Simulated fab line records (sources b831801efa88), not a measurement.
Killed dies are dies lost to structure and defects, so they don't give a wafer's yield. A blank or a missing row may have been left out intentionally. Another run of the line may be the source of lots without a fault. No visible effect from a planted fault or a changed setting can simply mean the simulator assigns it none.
Matching of chambers + flow sfqLine + SFQ_TRILAYER_I3_CMP_CMP_082 on cmp-02: 4 sister chambers
The step polishes SiO2. 14 wafers are shown with their chamber, then 7 later ones without.

WAFERS, EACH WITH ITS CHAMBER
| wafer  | chamber | motorCurrentA (A) | timeToEndpointS (s) | slurryFilterDpKPa (kPa) |
|--------|---------|-------------------|---------------------|-------------------------|
| L252.2 | 0       | 9.1               | 219                 | 13.52                   |
| L252.3 | 3       | 9.2               | 210                 | 13.80                   |
| L252.4 | 2       | 11.4              | 219                 | 13.51                   |
| L255.3 | 3       | 9.6               | 213                 | 13.57                   |
| L255.4 | 2       | 11.2              | 218                 | 13.51                   |
| L255.6 | 2       | 11.3              | 211                 | 13.87                   |
| L258.1 | 2       | 11.5              | 212                 | 13.75                   |
| L258.2 | 0       | 8.7               | 224                 | 13.44                   |
| L258.5 | 2       | 11.5              | 216                 | 13.46                   |
| L262.1 | 1       | 12.0              | 209                 | 13.34                   |
| L262.3 | 3       | 9.4               | 219                 | 13.43                   |
| L262.4 | 0       | 8.6               | 218                 | 13.46                   |
| L264.2 | 1       | 11.5              | 208                 | 13.41                   |
| L264.3 | 3       | 9.4               | 214                 | 13.53                   |

SIGNATURES (averages over the wafers above)
| reading           | chamber 0 | chamber 1 | chamber 2 | chamber 3 | scatter within a chamber |
|-------------------|-----------|-----------|-----------|-----------|--------------------------|
| motorCurrentA     | 8.800     | 11.750    | 11.380    | 9.400     | 0.203                    |
| timeToEndpointS   | 220.33    | 208.50    | 215.20    | 214.00    | 3.38                     |
| slurryFilterDpKPa | 13.4733   | 13.3750   | 13.6200   | 13.5825   | 0.144                    |
Rule: a wafer's distance from a chamber is the root of the sum, over the readings, of the square of ((its reading less the chamber's mean) divided by the reading's scatter). If the next closest chamber is less than 2 further off than the closest, the wafer can't be placed; otherwise it belongs to the closest. The scatter is the square root of a quotient: the sum, over the shown wafers, of each reading's squared deviation from its chamber's mean, divided by wafers minus chambers.

WAFERS WHOSE CHAMBER IS MISSING
| wafer  | motorCurrentA (A) | timeToEndpointS (s) | slurryFilterDpKPa (kPa) |
|--------|-------------------|---------------------|-------------------------|
| L264.5 | 11.6              | 213                 | 13.43                   |
| L268.3 | 8.6               | 219                 | 13.27                   |
| L268.5 | 8.7               | 223                 | 13.56                   |
| L268.6 | 9.3               | 215                 | 13.66                   |
| L275.1 | 8.9               | 220                 | 13.60                   |
| L275.4 | 9.2               | 228                 | 13.25                   |
| L275.3 | 11.5              | 219                 | 13.52                   |

EACH ONE'S CHAMBER
| wafer  | from the rows above     | in truth                   |
|--------|-------------------------|----------------------------|
| L264.5 | can't be placed: 1 or 2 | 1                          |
| L268.3 | 0                       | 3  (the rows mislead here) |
| L268.5 | 0                       | 0                          |
| L268.6 | 3                       | 3                          |
| L275.1 | 0                       | 0                          |
| L275.4 | can't be placed: 0 or 3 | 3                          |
| L275.3 | 2                       | 2                          |
4 of 7 placed correctly. Unplaceable from these rows: 2, with the true chamber sitting among the candidates in 2. Placed wrongly: 1.
